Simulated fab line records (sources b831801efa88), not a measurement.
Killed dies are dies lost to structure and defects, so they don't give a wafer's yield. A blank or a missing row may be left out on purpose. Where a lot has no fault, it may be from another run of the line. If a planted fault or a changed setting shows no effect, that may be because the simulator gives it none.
Which of the tools did it?	flow sky130	Sampling: 13 lots, 39 wafers, 3 of 708 route steps

WHAT EACH GAUGE READ, for each wafer
SKY_FIELD_ISO_THK_MEAS_02. Usual: FIELD_ISO_OXIDATION_00_THK typically reads 12.00 nm, with standard deviation 0.27.
lot	measured	on	FIELD_ISO_OXIDATION_00_THK (nm)	flag
L312	day 1 16:17	film_metro-03	12.03 11.89 12.05	
L313	day 1 21:52	film_metro-04	11.77 11.71 11.59	
L314	day 1 21:52	film_metro-01	12.08 11.89 11.95	
L315	day 2 03:56	film_metro-03	12.23 12.32 12.48	
L316	day 2 07:38	film_metro-03	11.91 11.74 11.88	
L322	day 3 15:00	film_metro-03	12.32 12.14 12.19	
L323	day 3 19:21	film_metro-04	12.36 12.41 12.46	
L324	day 4 01:23	film_metro-04	11.84 11.94 11.91	
L325	day 4 05:47	film_metro-03	11.90 11.94 11.93	
L326	day 4 10:10	film_metro-04	12.58 12.30 12.38	
L330	day 5 06:58	film_metro-04	11.89 11.83 11.83	
L332	day 5 15:38	film_metro-03	12.34 12.26 12.33	
L333	day 5 21:11	film_metro-01	12.17 12.51 12.33	

SKY_PWDE_OVL_MEAS_07. Usual: PWDE_OVL typically reads -0.1 nm, with standard deviation 1.6.
lot	measured	on	PWDE_OVL (nm)	flag
L312	day 3 23:22	overlay-01	-0.4 -4.3 -0.3	
L313	day 4 05:42	overlay-01	-2.1 -1.8 1.2	
L314	day 4 07:10	overlay-01	-3.8 -1.0 -0.6	
L315	day 4 13:43	overlay-02	-1.2 -0.3 0.4	
L316	day 4 20:28	overlay-02	2.2 2.4 -0.8	
L322	day 6 05:30	overlay-01	-1.1 -1.6 0.4	
L323	day 6 08:43	overlay-02	-1.9 0.2 -1.7	
L324	day 6 20:37	overlay-02	2.6 2.4 0.9	
L325	day 6 21:16	overlay-01	-0.5 0.9 0.7	
L326	day 7 01:44	overlay-01	0.8 1.5 -1.0	
L330	day 8 02:01	overlay-01	-1.9 -1.5 -2.0	
L332	day 8 10:39	overlay-02	-0.3 -1.2 -0.8	
L333	day 8 18:10	overlay-01	-0.1 0.7 -1.5	

TOOL THAT RAN EACH LOT (tool first, then ch and the chambers of the sampled wafers, then the start)
lot	SKY_FIELD_ISO_ETCH_17
L312	rie_si-01 ch 0,1,2, day 2 09:08
L313	rie_si-02 ch 0,1,2, day 2 13:35
L314	rie_si-01 ch 1,2,3, day 2 14:38
L315	rie_si-01 ch 0,1,2, day 2 22:52
L316	rie_si-02 ch 1,2, day 3 04:49
L322	rie_si-02 ch 0,1,3, day 4 09:41
L323	rie_si-01 ch 1,2,3, day 4 13:32
L324	rie_si-01 ch 0,1,3, day 4 21:55
L325	rie_si-02 ch 0,1,2, day 5 02:17
L326	rie_si-02 ch 0,2,3, day 5 06:19
L330	rie_si-02 ch 0,1,3, day 6 01:29
L332	rie_si-02 ch 0,1,3, day 6 11:32
L333	rie_si-02 ch 0,1,3, day 6 17:50
- SKY_FIELD_ISO_ETCH_17: etches Si in HBr/Cl2/O2, target depth 342 nm, time 97.7 s.

AS READ BY THE TOOLS THEMSELVES (means over the sampled wafers that have a number; for cases with no such wafer, the mark the record gives instead)
SKY_FIELD_ISO_ETCH_17. Usual: drypump_motor_current_A 5.8 A, standard deviation 0.41; oes_product_au 1.004 a.u., standard deviation 0.011; run_length_s 125.4 s, standard deviation 0.31; throttle_valve_pct 25.654 %, standard deviation 0.012.
lot	tool	drypump_motor_current_A (A)	oes_product_au (a.u.)	run_length_s (s)	throttle_valve_pct (%)	flag
L312	rie_si-01	5.7	1.001	125.2	25.650	
L313	rie_si-02	5.8	1.015	125.4	25.637	
L314	rie_si-01	5.8	0.988	125.3	25.654	
L315	rie_si-01	5.8	1.010	125.4	25.643	
L316	rie_si-02	6.1	1.006	125.9	25.650	
L322	rie_si-02	6.0	0.996	125.5	25.656	
L323	rie_si-01	5.8	1.009	133.5	25.659	OFF
L324	rie_si-01	5.4	0.999	133.8	25.658	OFF
L325	rie_si-02	5.8	1.005	125.5	25.659	
L326	rie_si-02	5.7	1.006	125.5	25.656	
L330	rie_si-02	6.0	1.003	125.7	25.662	
L332	rie_si-02	6.0	1.004	125.5	25.646	
L333	rie_si-02	6.0	1.001	125.4	25.653	

THE ANSWER, worked out from the rows above alone
Rule: a lot is off if the mean of its wafers that have a number lies more than 3 standard deviations from the usual mean. A lot without any number at a reading at which 4 lots or more have one is off too. The other lots that the step has rows for count as sound. After the gauges, taken in route order, come the tools' own readings; for these a lot's mean is taken, as printed above. The first step at which some lot is off is used, and at that step the reading that is off furthest; a lot without a number counts as furthest.
Off at SKY_FIELD_ISO_ETCH_17 (run_length_s): L323, L324.
If a tool, at that step or one of the process steps before it, ran each lot that is off and ran no sound lot following the first of them, it fits. One candidate fits, namely rie_si-01 at SKY_FIELD_ISO_ETCH_17. A fault onset in the window from L315 (day 2 22:52, its last sound lot) to L323 (day 4 13:32, its first lot off) fits.
On the lots that are off, the tool's own readings at SKY_FIELD_ISO_ETCH_17 differ by more than 5 times the standard deviation of the sound lots' means, which bears it out; run_length_s reads 133.7 s there versus 125.5 s on the sound lots.

WHAT THE SIMULATOR HAD INSERTED
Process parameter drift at SKY_FIELD_ISO_ETCH_17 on rie_si-01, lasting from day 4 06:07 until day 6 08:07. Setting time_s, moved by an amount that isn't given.
Lots struck among those shown: L323, L324. Same finding as the rule above.
